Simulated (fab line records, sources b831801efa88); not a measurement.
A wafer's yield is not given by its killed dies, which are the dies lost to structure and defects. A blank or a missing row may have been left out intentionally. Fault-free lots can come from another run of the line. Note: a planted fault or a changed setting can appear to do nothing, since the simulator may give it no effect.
The tool behind it: which one? | flow gf180mcu | 11 lots, 33 wafers sampled, at 8 steps of a route of 602

== WHAT THE GAUGES READ, wafer by wafer ==
GF_MVPSD_TW_MEAS_11. Usual: MVPSD_TW gives 553 (standard deviation 3.5).
lot  | measured     | on            | MVPSD_TW       | flag
L152 | day 5 06:47  | film_metro-03 | 547 548 549    |
L153 | day 5 12:26  | film_metro-04 | 556 554 554    |
L154 | day 5 19:31  | film_metro-01 | 550 552 553    |
L157 | day 6 12:44  | film_metro-04 | 560 559 559    |
L161 | day 7 13:38  | film_metro-01 | 553 550 551    |
L163 | day 8 01:31  | film_metro-03 | 551 550 554    |
L164 | day 8 08:12  | film_metro-04 | 1571 1585 1574 | OFF
L165 | day 8 11:59  | film_metro-01 | 1561 1560 1553 | OFF
L167 | day 8 22:38  | film_metro-01 | 1560 1558 1561 | OFF
L172 | day 10 09:19 | film_metro-04 | 553 548 550    |
L174 | day 10 18:58 | film_metro-03 | 551 551 549    |

GF_VT_IMPLANT_TW_MEAS_10. Usual: VT_IMPLANT_TW gives 561.8 (standard deviation 3).
lot  | measured     | on            | VT_IMPLANT_TW        | flag
L152 | day 5 20:29  | film_metro-02 | 561.2 562.5 566.2    |
L153 | day 6 03:08  | film_metro-03 | 562.0 565.7 562.6    |
L154 | day 6 10:13  | film_metro-01 | 560.9 557.7 555.8    |
L157 | day 7 04:32  | film_metro-01 | 563.6 562.4 562.6    |
L161 | day 8 05:39  | film_metro-03 | 561.1 559.9 556.2    |
L163 | day 8 17:55  | film_metro-02 | 564.4 564.3 564.4    |
L164 | day 9 00:51  | film_metro-02 | 1563.5 1560.3 1564.5 | OFF
L165 | day 9 05:17  | film_metro-02 | 1553.8 1554.8 1554.9 | OFF
L167 | day 9 15:25  | film_metro-02 | 1550.9 1561.2 1547.5 | OFF
L172 | day 11 03:04 | film_metro-03 | 561.0 559.9 559.3    |
L174 | day 11 13:01 | film_metro-02 | 563.0 560.0 562.3    |

GF_VT_IMPLANT_TW_MEAS_21. Usual: VT_IMPLANT_2_TW gives 1212 (standard deviation 6.1).
lot  | measured     | on            | VT_IMPLANT_2_TW | flag
L152 | day 6 11:47  | film_metro-02 | 1224 1216 1215  |
L153 | day 6 18:23  | film_metro-03 | 1214 1216 1212  |
L154 | day 7 01:47  | film_metro-02 | 1217 1219 1209  |
L157 | day 7 20:35  | film_metro-03 | 1196 1193 1200  |
L161 | day 8 22:50  | film_metro-02 | 1214 1204 1213  |
L163 | day 9 10:52  | film_metro-03 | 1222 1222 1215  |
L164 | day 9 17:49  | film_metro-02 | 1752 1750 1744  | OFF
L165 | day 9 22:26  | film_metro-02 | 1746 1734 1733  | OFF
L167 | day 10 09:43 | film_metro-02 | 1746 1757 1743  | OFF
L172 | day 11 21:58 | film_metro-02 | 1212 1206 1214  |
L174 | day 12 07:49 | film_metro-01 | 1215 1214 1220  |

GF_M2_THK_MEAS_06: measures by xrf. Usual: M2_ALCU_THK gives 451 nm (standard deviation 4.3).
lot  | measured     | on            | M2_ALCU_THK (nm) | flag
L152 | day 18 14:53 | film_metro-02 | 451 453 453      |
L153 | day 19 01:43 | film_metro-01 | 455 452 451      |
L154 | day 19 09:35 | film_metro-01 | 454 455 457      |
L157 | day 20 13:44 | film_metro-02 | 452 457 455      |
L161 | day 22 01:40 | film_metro-01 | 445 441 437      |
L163 | day 22 18:01 | film_metro-04 | 448 447 448      |
L164 | day 23 00:47 | film_metro-02 | 458 457 460      |
L165 | day 23 07:02 | film_metro-01 | 452 450 450      |
L167 | day 24 00:05 | film_metro-02 | 443 446 447      |
L172 | day 25 17:47 | film_metro-01 | 456 453 452      |
L174 | day 26 04:31 | film_metro-04 | 450 448 450      |

== WHICH TOOL RAN EACH LOT (tool, then ch and the chambers of the sampled wafers, then the start) ==
lot  | GF_MVSD_COAT_02                  | GF_MVSD_STRIP_10                     | GF_CONTACT_SPUTTER_23        | GF_M2_SPUTTER_02
L152 | litho_track-04 ch 0, day 4 09:02 | plasma_asher-04 ch 0,1, day 4 16:28  | pvd_sputter-02, day 16 12:56 | pvd_sputter-01, day 18 14:41
L153 | litho_track-03 ch 0, day 4 13:58 | plasma_asher-01 ch 0,1, day 4 21:34  | pvd_sputter-01, day 16 22:55 | pvd_sputter-01, day 19 01:30
L154 | litho_track-01 ch 0, day 4 21:03 | plasma_asher-04 ch 0,1, day 5 04:31  | pvd_sputter-03, day 17 05:48 | pvd_sputter-04, day 19 09:22
L157 | litho_track-04 ch 0, day 5 14:40 | plasma_asher-04 ch 0,1, day 5 22:07  | pvd_sputter-01, day 18 09:48 | pvd_sputter-02, day 20 13:31
L161 | litho_track-03 ch 0, day 6 13:02 | plasma_asher-01 ch 0,1, day 6 21:22  | pvd_sputter-01, day 19 21:13 | pvd_sputter-01, day 22 01:26
L163 | litho_track-03 ch 0, day 6 23:50 | plasma_asher-04 ch 0,1, day 7 08:25  | pvd_sputter-03, day 20 14:37 | pvd_sputter-01, day 22 17:48
L164 | litho_track-03 ch 0, day 7 06:52 | plasma_asher-04 ch 0,1, day 7 15:16  | pvd_sputter-03, day 20 21:59 | pvd_sputter-04, day 23 00:33
L165 | litho_track-03 ch 0, day 7 10:58 | plasma_asher-01 ch 0,1, day 7 19:07  | pvd_sputter-01, day 21 04:25 | pvd_sputter-04, day 23 06:49
L167 | litho_track-03 ch 0, day 7 20:23 | plasma_asher-03 ch 0,1, day 8 05:05  | pvd_sputter-01, day 21 22:13 | pvd_sputter-01, day 23 23:52
L172 | litho_track-04 ch 0, day 9 06:05 | plasma_asher-01 ch 0,1, day 9 15:17  | pvd_sputter-03, day 23 18:23 | pvd_sputter-04, day 25 17:35
L174 | litho_track-04 ch 0, day 9 15:38 | plasma_asher-04 ch 0,1, day 10 01:11 | pvd_sputter-02, day 24 05:04 | pvd_sputter-01, day 26 04:19
- GF_MVSD_COAT_02: resist thk 3000 nm.
- GF_MVSD_STRIP_10: strips in O2/N2.
- GF_CONTACT_SPUTTER_23: material TiN, target thk 10 nm, time 40 s.
- GF_M2_SPUTTER_02: material AlCu, target thk 450 nm, time 23.9 s.

== WHAT THE TOOLS THEMSELVES READ (means of the sampled wafers that have a number; where no wafer has one, the mark that the record gives instead) ==
GF_MVSD_COAT_02. Usual: dispense_pressure_kPa 52.4 kPa, standard deviation 2.9; resist_line_temp_C 23.02 C, standard deviation 0.11.
lot  | tool           | dispense_pressure_kPa (kPa) | resist_line_temp_C (C) | flag
L152 | litho_track-04 | 53.5                        | 23.04                  |
L153 | litho_track-03 | 54.2                        | 23.08                  |
L154 | litho_track-01 | 46.7                        | 22.94                  |
L157 | litho_track-04 | 53.6                        | 23.09                  |
L161 | litho_track-03 | 54.2                        | 23.16                  |
L163 | litho_track-03 | 54.2                        | 22.92                  |
L164 | litho_track-03 | 54.2                        | 23.00                  |
L165 | litho_track-03 | 54.2                        | 22.99                  |
L167 | litho_track-03 | 54.2                        | 23.05                  |
L172 | litho_track-04 | 53.6                        | 23.05                  |
L174 | litho_track-04 | 53.6                        | 23.08                  |

GF_MVSD_STRIP_10. Usual: drypump_motor_current_A 5.8 A, standard deviation 0.55; heater_power_w 325 W, standard deviation 10; oes_product_au 0.722 a.u., standard deviation 0.005; strip_time_to_endpoint_s 36.99 s, standard deviation 0.097.
lot  | tool            | drypump_motor_current_A (A) | heater_power_w (W) | oes_product_au (a.u.) | strip_time_to_endpoint_s (s) | flag
L152 | plasma_asher-04 | 5.9                         | 321                | 0.726                 | 36.96                        |
L153 | plasma_asher-01 | 6.2                         | 327                | 0.718                 | 37.10                        |
L154 | plasma_asher-04 | 5.8                         | 334                | 0.720                 | 36.82                        |
L157 | plasma_asher-04 | 5.9                         | 328                | 0.722                 | 37.01                        |
L161 | plasma_asher-01 | 5.7                         | 323                | 0.722                 | 36.99                        |
L163 | plasma_asher-04 | 5.9                         | 320                | 0.725                 | 37.21                        |
L164 | plasma_asher-04 | 5.8                         | 327                | 0.549                 | 7.51                         | OFF
L165 | plasma_asher-01 | 5.8                         | 318                | 0.552                 | 7.51                         | OFF
L167 | plasma_asher-03 | 5.2                         | 312                | 0.545                 | 7.52                         | OFF
L172 | plasma_asher-01 | 6.3                         | 326                | 0.721                 | 36.89                        |
L174 | plasma_asher-04 | 5.9                         | 324                | 0.724                 | 37.00                        |

GF_CONTACT_SPUTTER_23. Usual: 30.0 % for throttle_valve_pct, sd 0.79.
lot  | tool           | throttle_valve_pct (%) | flag
L152 | pvd_sputter-02 | 30.1                   |
L153 | pvd_sputter-01 | 29.7                   |
L154 | pvd_sputter-03 | 30.7                   |
L157 | pvd_sputter-01 | 30.1                   |
L161 | pvd_sputter-01 | 30.0                   |
L163 | pvd_sputter-03 | 29.6                   |
L164 | pvd_sputter-03 | 29.0                   |
L165 | pvd_sputter-01 | 29.7                   |
L167 | pvd_sputter-01 | 30.2                   |
L172 | pvd_sputter-03 | 29.6                   |
L174 | pvd_sputter-02 | 30.3                   |

GF_M2_SPUTTER_02. Usual: 29.9 % for throttle_valve_pct, sd 1.5.
lot  | tool           | throttle_valve_pct (%) | flag
L152 | pvd_sputter-01 | 30.5                   |
L153 | pvd_sputter-01 | 29.5                   |
L154 | pvd_sputter-04 | 30.2                   |
L157 | pvd_sputter-02 | 30.0                   |
L161 | pvd_sputter-01 | 30.3                   |
L163 | pvd_sputter-01 | 29.6                   |
L164 | pvd_sputter-04 | 28.5                   |
L165 | pvd_sputter-04 | 28.7                   |
L167 | pvd_sputter-01 | 30.6                   |
L172 | pvd_sputter-04 | 28.6                   |
L174 | pvd_sputter-01 | 30.3                   |

== THE ANSWER, worked out from the rows above alone ==
Rule: a lot is off if the mean of its wafers that have a number lies more than 3 standard deviations from the usual mean. Also off: a lot with no number at a reading for which 4 or more lots have one. Any other lot the step has rows for is counted as sound. After the gauges, taken in route order, come the tools' own readings; for these a lot's mean is taken, as printed above. At the first step where some lot is off, the reading lying furthest off is the one used; lots without a number count as furthest.
Off: at GF_MVPSD_TW_MEAS_11 (MVPSD_TW), L164, L165, L167.
If a tool, at a process step before that reading, ran all the lots that are off and no sound lot after the first of them, it fits. The gauges at GF_MVPSD_TW_MEAS_11 aren't tried: what is off there is off at GF_VT_IMPLANT_TW_MEAS_10 too, on other tools, and a gauge's error can't cause that. One fits: GF_MVSD_COAT_02 on litho_track-03. Its last sound lot is L163 (day 6 23:50), its first lot that is off L164 (day 7 06:52): a fault that began between those two fits.

== WHAT THE SIMULATOR HAD PUT IN ==
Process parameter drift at GF_MVSD_COAT_02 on litho_track-03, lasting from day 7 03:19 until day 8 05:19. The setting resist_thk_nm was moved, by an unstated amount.
Struck lots among those shown: L164, L165, L167. This agrees with what the rule above found.
